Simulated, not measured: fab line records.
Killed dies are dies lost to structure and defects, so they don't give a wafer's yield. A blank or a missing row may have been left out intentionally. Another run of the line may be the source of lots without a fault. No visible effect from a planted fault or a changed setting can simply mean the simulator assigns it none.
Matching of chambers + flow sky130 + rie_diel-02 running SKY_VIA2_ETCH_15: 4 sister chambers
The step etches SiO2 in C4F8/O2/Ar, stops on TiN, target depth 546 nm, time 84 s. 4 wafers are shown with their chamber, then 7 later ones without.

WAFERS PAIRED WITH THEIR CHAMBERS
| wafer  | chamber | oes_product_au (a.u.) |
|--------|---------|-----------------------|
| L083.2 | 3       | 0.946                 |
| L086.6 | 1       | 0.942                 |
| L091.1 | 0       | 0.943                 |
| L091.4 | 2       | 0.937                 |

WAFERS WHOSE CHAMBER IS MISSING
| wafer  | oes_product_au (a.u.) |
|--------|-----------------------|
| L091.5 | 0.935                 |
| L093.4 | 0.938                 |
| L093.5 | 0.935                 |
| L093.6 | 0.937                 |
| L096.2 | 0.935                 |
| L096.4 | 0.945                 |
| L096.6 | 0.946                 |

THE CHAMBER EACH PASSED THROUGH
| wafer  | from the rows above          | in truth                   |
|--------|------------------------------|----------------------------|
| L091.5 | 2                            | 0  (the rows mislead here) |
| L093.4 | 2                            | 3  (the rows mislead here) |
| L093.5 | 2                            | 2                          |
| L093.6 | 2                            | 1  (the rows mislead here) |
| L096.2 | 2                            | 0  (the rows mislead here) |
| L096.4 | can't be placed: 3 or 0 or 1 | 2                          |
| L096.6 | 3                            | 3                          |
Correctly placed: 2 of 7. Unplaceable from these rows: 1, with the true chamber sitting among the candidates in 0. 4 placed wrongly.
How it was worked out, from the rows above alone: a wafer's distance from a chamber is the root of the sum, over the readings, of the square of ((its reading less the chamber's mean) divided by the reading's scatter). The wafer belongs to the nearest chamber; if the next one is less than 2 further off, it can't be placed. For every chamber, the mean is computed from those of its wafers that are shown. The scatter (one wafer shown for each chamber): square how far every hidden wafer sits from the nearest shown wafer, average those squares and take the square root.
